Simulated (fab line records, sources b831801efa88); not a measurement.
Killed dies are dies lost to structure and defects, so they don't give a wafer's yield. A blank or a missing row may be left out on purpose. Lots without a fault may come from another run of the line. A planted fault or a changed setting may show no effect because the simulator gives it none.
Problem report in the 8D (eight disciplines) form, filled by code | flow gf180mcu | the parts of the form that need people (team, actions taken, sign-off) are left out

1. THE PROBLEM
HV_LDD_02_OVL at GF_HV_LDD_OVL_MEAS_32 reads a mean of -123.5 nm on 6 wafers of 2 lots; wafers without a fault read 0.2 nm with a standard deviation of 1.7. That is -73 standard deviations from the usual mean.
First seen on wafer L829.1, day 15 14:49, on overlay-02. The record holds 33 wafers of 11 lots with a number at this step. Rule for "out", or "out of limits": more than 4 standard deviations from the usual mean. The other wafers with a number count as sound.

2. WHAT IT IS AND WHAT IT IS NOT
question                    | is                     | is not
which readings at this step | HV_LDD_02_OVL          | -
which lots                  | L829, L831             | L817, L818, L819, L820, L821, L833, L834, L836, L838
which wafers of those lots  | all that have a number | -
read on which gauges        | overlay-02             | overlay-01
when                        | from day 15 14:49      | up to then (15 sound wafers); but 12 sound wafers of L833, L834, L836, L838 came after

3. SUSPECTS, AND WHAT RULES EACH OUT
Counting: a tool at a process step up to the reading stays a suspect if it ran every lot that is out and no sound lot after the first of them.
- the gauge at GF_HV_LDD_OVL_MEAS_32: kept. All the wafers that are out were read on overlay-02, and no step on other tools shows them out.
- iline_stepper-01 at GF_HV_LDD_EXPOSE_28 (exposes mask Nplus HV AREA, target cd 400 nm): kept. It ran every lot that is out, first L829 (day 15 04:09), and no sound lot after that; its last sound lot up to then is L820 (day 12 09:20).
Left after counting: iline_stepper-01 at GF_HV_LDD_EXPOSE_28, overlay-02 at GF_HV_LDD_OVL_MEAS_32.

4. THE CAUSE (what the simulator had put in)
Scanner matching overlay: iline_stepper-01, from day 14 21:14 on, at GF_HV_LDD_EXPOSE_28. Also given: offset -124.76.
Counting left 2 suspects, and this tool is among them.

5. THE CHAIN OF EFFECTS, in route order
Each row: a reading whose mean over the struck wafers that have a number lies more than 3 standard deviations from the usual. Only readings for which the record gives a usual standard deviation are gone through. hours: the time from each lot's start at the first step in this table that gives one to its start at this step, as a median over the lots. sigmas: the change in usual standard deviations.
hours | step                  | reading       | usual  | on struck wafers | change | sigmas
0     | GF_HV_LDD_OVL_MEAS_32 | HV_LDD_02_OVL | 0.2 nm | -123.5           | -123.7 | -73
Later measuring or inspecting steps at which every struck wafer that the step has a row for has a number for every such reading, and none has moved that far: GF_HV_LDD_CD_MEAS_46, GF_CONTACT_BOW_MEAS_05.

6. WHAT WOULD HAVE CAUGHT IT SOONER
In this record the first reading out of limits at a measuring or inspecting step was taken at day 15 14:49, 18 hours after the fault began at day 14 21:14.
Of the tool readings at GF_HV_LDD_EXPOSE_28 for which the record gives a usual standard deviation, none was out on any struck wafer, so an alarm limit of 4 standard deviations on them would not have fired.
Of the lots that are out (2), L831 began GF_HV_LDD_EXPOSE_28 on iline_stepper-01 after day 15 14:49. A hold on the tool at that time would have spared it.
